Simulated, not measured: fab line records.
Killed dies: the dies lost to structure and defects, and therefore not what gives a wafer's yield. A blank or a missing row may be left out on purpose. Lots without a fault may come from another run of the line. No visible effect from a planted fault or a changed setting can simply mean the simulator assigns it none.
Which tool is to blame? ; flow sky130 ; 10 lots, 30 wafers sampled, at 1 step of a route of 708

WHAT THE GAUGES READ, wafer by wafer
SKY_LDD_HVN_OVL_MEAS_07.
lot;measured;on;LDD_HVN_OVL (nm)
L779;day 21 03:23;overlay-01;-0.4 -0.5 -1.4
L780;day 21 04:20;overlay-01;-3.2 -4.0 -3.0
L783;day 22 17:43;overlay-02;-2.0 -1.6 -0.5
L784;day 22 22:16;overlay-02;0.7 -0.8 -1.1
L787;day 23 08:11;overlay-02;-2.5 -1.7 -1.9
L786;day 23 11:50;overlay-02;-0.5 -2.1 -3.7
L788;day 23 17:47;overlay-02;1.5 2.0 2.2
L799;day 27 16:55;overlay-01;0.2 -1.8 0.7
L800;day 28 04:16;overlay-02;-0.2 -0.6 0.1
L801;day 28 08:10;overlay-02;-1.2 1.2 0.3

WHAT TOOL EACH LOT RAN ON (gives the tool, then ch and the chambers of the sampled wafers, and finally the start)
No process step before these readings appears in the record.

THE ANSWER, worked out from the rows above alone
Rule: the usual values come from the lots themselves. The widest of any qualifying gaps counts: lots, ordered by their means at a reading, are off when they make up no more than a third of the lots, leave a main group of 4 or more, and stand apart from it by 3 or more times the standard deviation of that group's means. If all means in a main group match to the digits the tables above print for the reading, that group is not used. A lot without any number at a reading at which 4 lots or more have one is off too. The other lots that the step has rows for count as sound.
Nothing can be told from this: no lot is off at any reading shown.

WHAT WAS PUT IN BY THE SIMULATOR
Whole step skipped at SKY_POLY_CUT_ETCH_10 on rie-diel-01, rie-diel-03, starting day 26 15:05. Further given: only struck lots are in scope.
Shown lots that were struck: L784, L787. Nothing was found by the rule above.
